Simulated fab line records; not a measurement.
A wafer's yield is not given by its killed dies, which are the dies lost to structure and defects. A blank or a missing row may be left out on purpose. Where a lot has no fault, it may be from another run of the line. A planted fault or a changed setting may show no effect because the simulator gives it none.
fab line records	flow sky130
[record] lots = 5	wafers = 14	lastDay = 50
route steps=708 shown VIA2@521 METAL3@532 PAD_OPEN@708
lots with no fault: from the same line, run without faults
startH: start of the lot's first displayed wafer, in hours after the record's first day	waitH: time in hours since the lot's previous step	" unchanged from the row above	L1.1+2: one row covering several wafers at once	- no value, or no start given	* or withheld: withheld	< > ~ a bound
route shown NAME@n: names a module that has steps shown in the file, with the first one's number in the route	usual: the fault-free wafers' mean and standard deviation	same: alike in all rows	chamber/n: place in a boat	sites: the reading at each site	_std_site: standard deviation of those values	_edge_site: inner sites' mean taken away from outer sites' mean	radiusMm: how far each site lies from the wafer's centre	mask NAME#n: copy n	behind: the last tool/chamber to shape the wafer	hold: the reason the lot was held/the length of the hold in hours/how it ended	device: which transistor (n, p or np) failed to switch	end of line: the route-end tests of the same wafers	a step with no rows: only its recipe	killed: dies lost to structure and defects at the first sort, not the wafer's yield	map: per-die view of a wafer (x killed, . not killed, _ where there is no die)
set.NAME: the setting the step ran with; set.NAME@STEP: the setting that earlier step ran with	model.NAME: the simulator's own value behind a step, which no gauge read
lots seen at some steps along the route; tables by step, rows by wafer
services: a tool's chamber out of use, with start hour (startH, from the record's first day; less than 0 if before it), hours out, and reason
[[steps]]
[step SKY_VIA2_ETCH_14]
[recipe] chemistry = N2/H2	target = BARC	ionEnergyEv = 200	sourceW = 500	biasW = 100	pressureMtorr = 30	n2FlowSccm = 100	h2FlowSccm = 200	stopOn = SiO2	timeS = 45.9	targetDepthA = 600
[step SKY_VIA2_ETCH_15]
[recipe] target = SiO2	chemistry = C4F8/O2/Ar	targetDepthNm = 546	stopOn = TiN	maskMaterial = KrF-thick	sourceW = 1500	biasW = 1200	pressureMtorr = 40	c4f8FlowSccm = withheld	O2_flow_sccm = 6	Ar_flow_sccm = 300	timeS = 84
[usual] oesProductAu = 0.939/0.0045	rfFwdPowerW = 1491/5.7
lot.wafer	tool	chamber	startH	waitH	oesProductAu	rfFwdPowerW	rfHoursCounterH
L508.2	rieDiel-03	1	908.17	0.0	0.938	1492	16
L508.3	"	0	"	"	0.939	1493	16
L508.6	"	3	"	"	0.940	1485	-
L514.1	rieDiel-03	0	944.62	0.0	0.938	1489	17
L514.4	"	2	"	"	0.937	1499	5
L514.6	"	1	"	"	0.935	1500	-
L518.1	rieDiel-01	2	969.20	0.0	0.947	1487	13
L518.2	"	3	"	"	0.939	1486	7
L522.2	rieDiel-02	2	998.12	0.0	0.940	1493	17
L522.4	"	3	"	"	0.946	1493	-
L522.5	"	1	"	"	0.930	1492	-
L524.2	rieDiel-02	0	1012.50	0.0	0.945	1500	13
L524.5	"	0	"	"	0.934	1502	-
L524.6	"	1	"	"	0.939	1484	-
[step SKY_VIA2_STRIP_16]
[recipe] chemistry = O2/N2	powerW = 1400	pressureMtorr = 1500	platenTempC = withheld	o2FlowSccm = 3000	n2FlowSccm = 300	overashFraction = 0.5
[usual] drypumpMotorCurrentA = 5.4/0.3	oesProductAu = 0.399/0.0043	stripTimeToEndpointS = 4.051/0.026
lot.wafer	tool	chamber	startH	waitH	drypumpMotorCurrentA	oesProductAu	rfHoursCounterH	stripTimeToEndpointS
L508.2	plasmaAsher-04	1	908.23	0.0	5.9	0.397	111	4.046
L508.3	"	1	"	"	5.9	0.399	-	4.081
L508.6	"	0	"	"	5.1	0.391	-	4.097
L514.1	plasmaAsher-03	0	944.68	0.0	5.3	0.404	83	4.080
L514.4	"	1	"	"	5.3	0.399	-	4.049
L514.6	"	0	"	"	5.3	0.408	-	4.061
L518.1	plasmaAsher-02	1	969.26	0.0	5.7	0.393	18	4.044
L518.2	"	0	"	"	5.1	0.395	18	4.010
L522.2	plasmaAsher-02	0	998.19	0.0	5.0	0.403	20	4.086
L522.4	"	0	"	"	5.0	0.406	-	4.075
L522.5	"	0	"	"	5.0	0.400	-	4.040
L524.2	plasmaAsher-02	0	1012.57	0.0	5.1	0.398	22	4.068
L524.5	"	0	"	"	5.1	0.398	-	4.066
L524.6	"	1	"	"	5.7	0.398	-	3.997
[step SKY_VIA2_STRIP_17]
[recipe] chemistry = postEtchResidueRemover	timeS = 1200	tempC = 72.5
[step SKY_VIA2_CLEAN_18]
[recipe] chemistry = IPA	timeS = 180	tempC = 25
[step SKY_VIA2_CLEAN_19]
[recipe] chemistry = O3/DIW	dry = n2Spin
[step SKY_VIA2_SPUTTER_20]
[recipe] material = TiN	targetThkNm = 20	chamberPressurePa = 5	powerW = 4000	timeS = 80
[usual] throttleValvePct = 29.7/0.8
lot.wafer	tool	chamber	startH	waitH	throttleValvePct
L508.2	pvdSputter-03	-	908.83	0.0	29.4
L508.3	"	-	"	"	30.0
L508.6	"	-	"	"	29.7
L514.1	pvdSputter-01	-	945.28	0.0	31.6
L514.4	"	-	"	"	30.5
L514.6	"	-	"	"	30.7
L518.1	pvdSputter-01	-	969.85	0.0	29.8
L518.2	"	-	"	"	31.4
L522.2	pvdSputter-02	-	998.78	0.0	29.3
L522.4	"	-	"	"	29.2
L522.5	"	-	"	"	29.3
L524.2	pvdSputter-03	-	1013.20	0.0	29.3
L524.5	"	-	"	"	29.3
L524.6	"	-	"	"	29.0
[step SKY_VIA2_CVD_21]
[recipe] material = W	targetThkNm = 420	timeS = 126.4	tempC = 400	pressureTorr = 40
[step SKY_VIA2_RS_MEAS_22]
[recipe] thkMeasGauge = four-point-probe	reads = W_of_VIA2_CVD_21+TiN_of_VIA2_SPUTTER_20
[usual] VIA2_W_RS = 0.2759/0.0027
lot.wafer	tool	chamber	startH	waitH	VIA2_W_RS[ohm/sq]
L508.2	filmMetro-04	-	909.04	0.1	0.2726
L508.3	"	-	"	"	0.2761
L508.6	"	-	"	"	0.2750
L514.1	filmMetro-04	-	945.47	0.1	0.2749
L514.4	"	-	"	"	0.2741
L514.6	"	-	"	"	0.2770
L518.1	filmMetro-01	-	970.04	0.1	0.2729
L518.2	"	-	"	"	0.2763
L522.2	filmMetro-04	-	998.99	0.1	0.2751
L522.4	"	-	"	"	0.2732
L522.5	"	-	"	"	0.2742
L524.2	filmMetro-02	-	1013.41	0.1	0.2782
L524.5	"	-	"	"	0.2759
L524.6	"	-	"	"	0.2742
[step SKY_VIA2_THK_MEAS_23]
[recipe] thkMeasGauge = xrf	reads = W_of_VIA2_CVD_21
[usual] VIA2_W_THK = 418/10
lot.wafer	tool	chamber	startH	waitH	VIA2_W_THK[nm]
L508.2	filmMetro-04	-	909.15	0.1	410
L508.3	"	-	"	"	409
L508.6	"	-	"	"	406
L514.1	filmMetro-04	-	945.59	0.1	408
L514.4	"	-	"	"	411
L514.6	"	-	"	"	406
L518.1	filmMetro-01	-	970.16	0.1	435
L518.2	"	-	"	"	429
L522.2	filmMetro-04	-	999.10	0.1	409
L522.4	"	-	"	"	412
L522.5	"	-	"	"	411
L524.2	filmMetro-02	-	1013.52	0.1	418
L524.5	"	-	"	"	420
L524.6	"	-	"	"	424
[step SKY_VIA2_CMP_24]
[recipe] stopOn = SiO2	tOverpolishS = 20	downForcePsi = 3.5	platenRpm = 60	targetThkNm = 0	padVelocityMS = 0.94248
[usual] motorCurrentA = 10.4/1	overpolishRunS = 19.998/0.0095	timeToEndpointS = 100/3
lot.wafer	tool	chamber	startH	waitH	motorCurrentA	overpolishRunS	timeToEndpointS
L508.3	cmp-01	3	909.20	0.0	10.3	19.995	98
L508.2	"	1	"	"	11.0	19.996	103
L508.6	"	3	"	"	10.9	19.997	98
L514.1	cmp-02	3	945.65	0.1	9.3	20.005	99
L514.4	"	1	"	"	10.8	19.998	101
L514.6	"	0	"	"	11.4	20.010	100
L518.1	cmp-01	1	970.27	0.1	10.5	19.996	101
L518.2	"	3	"	"	10.3	20.004	100
L522.2	cmp-02	3	999.20	0.1	10.1	19.995	101
L522.4	"	1	"	"	10.8	20.005	101
L522.5	"	3	"	"	10.2	19.997	100
L524.2	cmp-02	3	1013.62	0.1	10.0	20.002	104
L524.5	"	2	"	"	8.6	19.991	99
L524.6	"	3	"	"	10.0	20.002	106
[step SKY_METAL3_SPUTTER_00]
[recipe] material = Ti	targetThkNm = 15	powerW = 3000	timeS = 10	chamberPressurePa = 0.4
[step SKY_METAL3_SPUTTER_01]
[recipe] material = TiN	targetThkNm = 20	powerW = 6500	timeS = 16.7	chamberPressurePa = 0.4
[usual] throttleValvePct = 29.7/0.85
lot.wafer	tool	chamber	startH	waitH	throttleValvePct	model.TiN_of_METAL3_SPUTTER_01.thkNm
L508.2	pvdSputter-04	-	909.52	0.0	30.9	20.47
L508.3	"	-	"	"	28.6	20.59
L508.6	"	-	"	"	28.7	20.63
L514.1	pvdSputter-03	-	945.97	0.0	29.5	19.82
L514.4	"	-	"	"	29.6	20.07
L514.6	"	-	"	"	29.3	19.71
L518.1	pvdSputter-03	-	970.55	0.0	29.0	14.59
L518.2	"	-	"	"	29.4	14.51
L522.2	pvdSputter-01	-	999.47	0.0	31.4	19.83
L522.4	"	-	"	"	31.0	19.72
L522.5	"	-	"	"	29.7	19.76
L524.2	pvdSputter-04	-	1013.89	0.0	27.6	19.88
L524.5	"	-	"	"	31.0	19.93
L524.6	"	-	"	"	27.9	19.83
[step SKY_METAL3_SPUTTER_02]
[recipe] material = AlCu	targetThkNm = 735	powerW = 10600	timeS = 39.1	chamberPressurePa = 0.4
[usual] throttleValvePct = 29.7/0.86
lot.wafer	tool	chamber	startH	waitH	throttleValvePct
L508.2	pvdSputter-04	-	909.55	0.0	31.1
L508.3	"	-	"	"	28.4
L508.6	"	-	"	"	28.6
L514.1	pvdSputter-03	-	946.00	0.0	29.3
L514.4	"	-	"	"	29.8
L514.6	"	-	"	"	29.3
L518.1	pvdSputter-03	-	970.57	0.0	29.0
L518.2	"	-	"	"	29.2
L522.2	pvdSputter-01	-	999.50	0.0	31.5
L522.4	"	-	"	"	30.9
L522.5	"	-	"	"	29.6
L524.2	pvdSputter-04	-	1013.91	0.0	27.7
L524.5	"	-	"	"	31.0
L524.6	"	-	"	"	27.7
[step SKY_PAD_OPEN_PROBE_99]
[usual] defectLimitedYield = 82.6/1.8	killed_at_M0_to_M3 = 43/6.6	killed_at_M4_up = 2.9/1.6	killedAtContacts = 24/4.9	killedAtFrontEnd = 15/4.5	killedAtOther = 0.2/0.45	killedDies = 86/8.8	killedOpen = 48/6.4	killedShort = 38/5.6	sort_bin_3_pad_short = 0.8/0.38	sort_bin_5_function = 10.2/1.4	sort_bin_6_memory = 6.4/1.1	sortNPass = 406/8.8	sortYieldPct = 82.6/1.8
[same] grossDies = 492	killedAtBackSide = 0	sort_bin_4_leakage[%] = 0	sort_bin_8_speed[%] = 0
lot.wafer	tool	chamber	startH	waitH	defectLimitedYield[%]	killed_at_M0_to_M3	killed_at_M4_up	killedAtContacts	killedAtFrontEnd	killedAtOther	killedDies	killedOpen	killedShort	sort_bin_3_pad_short[%]	sort_bin_5_function[%]	sort_bin_6_memory[%]	sortNPass	sortYieldPct[%]
L508.2	prober-02	-	1124.98	0.1	85.4	38	0	21	13	0	72	41	31	0.8	9.6	4.3	420	85.4
L508.3	prober-02	-	1125.03	0.2	81.9	39	6	29	15	0	89	51	38	0.6	9.6	7.9	403	81.9
L508.6	prober-02	-	1125.18	0.2	84.6	37	0	22	17	0	76	46	30	0.6	8.9	5.9	416	84.6
L514.1	prober-01	-	1153.32	0.1	82.9	40	4	25	15	0	84	48	36	1.0	11.8	4.3	408	82.9
L514.4	prober-01	-	1153.47	0.2	80.7	53	3	16	22	1	95	62	33	1.4	10.8	7.1	397	80.7
L514.6	prober-01	-	1153.57	0.2	82.7	38	3	25	19	0	85	43	42	0.6	11.0	5.7	407	82.7
L518.1	prober-02	-	1172.12	0.1	81.3	41	5	37	9	0	92	51	41	0.2	10.0	8.5	400	81.3
L518.2	prober-02	-	1172.17	0.1	80.3	52	1	30	14	0	97	55	42	1.6	10.4	7.7	395	80.3
L522.2	prober-02	-	1190.42	0.1	83.7	59	1	14	6	0	80	47	33	1.0	8.1	7.1	412	83.7
L522.4	prober-02	-	1190.52	0.2	83.5	38	3	29	10	1	81	53	28	0.6	11.2	4.7	411	83.5
L522.5	prober-02	-	1190.57	0.2	81.9	43	4	25	17	0	89	47	42	0.2	11.8	6.1	403	81.9
L524.2	prober-02	-	1203.83	0.1	88.6	27	2	21	6	0	56	31	25	0.6	6.5	4.3	436	88.6
L524.5	prober-02	-	1203.98	0.2	82.9	44	6	29	5	0	84	49	35	1.2	9.3	6.5	408	82.9
L524.6	prober-02	-	1204.03	0.2	85.6	34	2	26	9	0	71	35	36	0.4	8.7	5.3	421	85.6
// killed by level:class
L508.2 VIA3:geometricParticle:open=11 CONTACT:geometricParticle:open=7 METAL2:geometricParticle:short=5 CONTACT:geometricParticle:short=4 VIA1:geometricParticle:open=4 METAL1:geometricParticle:short=4 VIA2:geometricParticle:open=4 FIELD_ISO:geometricParticle:short=3
L508.3 CONTACT:geometricParticle:open=18 VIA2:geometricParticle:open=9 VIA3:geometricParticle:open=8 POLY_GATE:geometricParticle:short=6 METAL4:geometricParticle:short=5 FIELD_ISO:geometricParticle:short=4 METAL1:geometricParticle:short=4 LI_CONTACT:geometricParticle:open=3
L508.6 VIA2:geometricParticle:open=8 LI_CONTACT:geometricParticle:open=7 CONTACT:geometricParticle:open=6 POLY_GATE:geometricParticle:open=5 VIA3:geometricParticle:open=5 SPACER:geometricParticle:short=4 METAL2:geometricParticle:short=4 FIELD_ISO:geometricParticle:open=3
L514.1 VIA3:geometricParticle:open=9 CONTACT:geometricParticle:open=7 VIA1:geometricParticle:open=7 VIA2:geometricParticle:open=7 FIELD_ISO:geometricParticle:short=5 LI_CONTACT:geometricParticle:open=5 VIA1:geometricParticle:short=5 FIELD_ISO:geometricParticle:open=4
L514.4 VIA1:geometricParticle:open=14 VIA3:geometricParticle:open=9 VIA2:geometricParticle:open=9 POLY_GATE:geometricParticle:short=6 FIELD_ISO:geometricParticle:open=6 CONTACT:geometricParticle:open=6 METAL3:geometricParticle:short=5 POLY_GATE:geometricParticle:open=4
L514.6 VIA1:geometricParticle:open=8 POLY_GATE:geometricParticle:open=7 CONTACT:geometricParticle:open=7 VIA2:geometricParticle:open=7 METAL3:geometricParticle:short=7 LI_CONTACT:geometricParticle:open=6 LI_CONTACT:geometricParticle:short=5 FIELD_ISO:geometricParticle:short=4
L518.1 LI_CONTACT:geometricParticle:open=9 LI_CONTACT:geometricParticle:short=9 CONTACT:geometricParticle:open=9 VIA2:geometricParticle:open=9 VIA1:geometricParticle:open=7 VIA3:geometricParticle:open=7 METAL1:geometricParticle:short=6 CONTACT:geometricParticle:short=6
L518.2 CONTACT:geometricParticle:open=12 VIA3:geometricParticle:open=11 VIA1:geometricParticle:open=9 LI_CONTACT:geometricParticle:open=7 VIA2:geometricParticle:open=7 CONTACT:geometricParticle:short=6 METAL1:geometricParticle:short=6 POLY_GATE:geometricParticle:short=4
L522.2 VIA1:geometricParticle:open=14 METAL1:geometricParticle:short=12 CONTACT:geometricParticle:open=9 VIA2:geometricParticle:open=9 METAL2:geometricParticle:short=5 METAL1:geometricParticle:open=5 VIA3:geometricParticle:open=4 VIA1:geometricParticle:short=4
L522.4 LI_CONTACT:geometricParticle:open=12 VIA1:geometricParticle:open=11 CONTACT:geometricParticle:open=9 METAL1:geometricParticle:short=5 VIA2:geometricParticle:open=5 VIA3:geometricParticle:open=4 METAL1:geometricParticle:open=4 LI_CONTACT:geometricParticle:short=4
L522.5 VIA1:geometricParticle:open=10 VIA1:geometricParticle:short=9 CONTACT:geometricParticle:open=8 FIELD_ISO:geometricParticle:open=7 LOCAL_INTERCONNECT:geometricParticle:short=6 VIA3:geometricParticle:open=5 POLY_GATE:geometricParticle:short=4 LI_CONTACT:geometricParticle:open=4
L524.2 VIA1:geometricParticle:open=7 LI_CONTACT:geometricParticle:open=6 VIA2:geometricParticle:open=6 CONTACT:geometricParticle:open=5 LI_CONTACT:geometricParticle:short=4 METAL1:geometricParticle:short=4 LOCAL_INTERCONNECT:geometricParticle:short=3 VIA1:geometricParticle:short=3
L524.5 VIA1:geometricParticle:open=14 CONTACT:geometricParticle:open=10 VIA2:geometricParticle:open=10 LI_CONTACT:geometricParticle:open=9 VIA1:geometricParticle:short=6 METAL4:geometricParticle:short=5 LOCAL_INTERCONNECT:geometricParticle:short=4 METAL1:geometricParticle:short=4
L524.6 CONTACT:geometricParticle:open=11 VIA1:geometricParticle:open=8 CONTACT:geometricParticle:short=6 METAL2:geometricParticle:short=6 VIA3:geometricParticle:open=5 LI_CONTACT:geometricParticle:short=4 LI_CONTACT:geometricParticle:open=4 VIA2:geometricParticle:short=4
[[services]]
tool	chamber	startH	hours	kind
plasmaAsher-02	-	907.51	1.2	repair
cmp-02	-	912.13	4.0	pm
pvdSputter-04	-	914.20	7.8	repair
pvdSputter-03	-	914.28	8.7	repair
cmp-02	-	916.07	0.6	repair
pvdSputter-01	-	916.24	2.6	repair
plasmaAsher-02	-	923.91	30.0	repair
rieDiel-03	1	930.80	9.1	repair
rieDiel-03	-	942.21	0.3	repair
rieDiel-03	-	945.25	1.2	repair
rieDiel-02	2	946.10	2.4	repair
rieDiel-03	2	953.20	3.7	repair
pvdSputter-03	-	955.17	2.2	repair
rieDiel-03	2	964.85	22.9	repair
pvdSputter-04	-	970.04	1.4	repair
rieDiel-03	0	973.20	2.9	repair
rieDiel-03	1	974.58	2.7	repair
pvdSputter-04	-	985.09	1.1	repair
pvdSputter-04	-	989.58	3.3	repair
cmp-01	-	990.86	14.6	pm
rieDiel-02	3	993.78	1.5	repair
pvdSputter-01	-	994.09	2.0	repair
rieDiel-02	0	994.21	11.4	repair
cmp-02	-	997.62	0.3	repair
[[key]]
firstSign none at tools or gauges
[modelEffect] step = SKY_METAL3_SPUTTER_01	value = TiN_of_METAL3_SPUTTER_01.thkNm	without = 20.08	struck = 14.55
metAt SKY_METAL3_SPUTTER_01
struckWafers L518.1,L518.2
onsetBetween 945.97 970.55
alsoFits SKY_VIA2_ETCH_15:rieDiel-01,SKY_VIA2_SPUTTER_20:pvdSputter-01,SKY_VIA2_CMP_24:cmp-01
[fault] kind = processParameterDrift	tool = pvdSputter-03	chamber = -	onsetH = 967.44	steps = SKY_METAL3_SPUTTER_01	channel = timeS	offset = *	shape = step	endH = 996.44	scope = struckWafersOnly	actsIn = *	stated = *
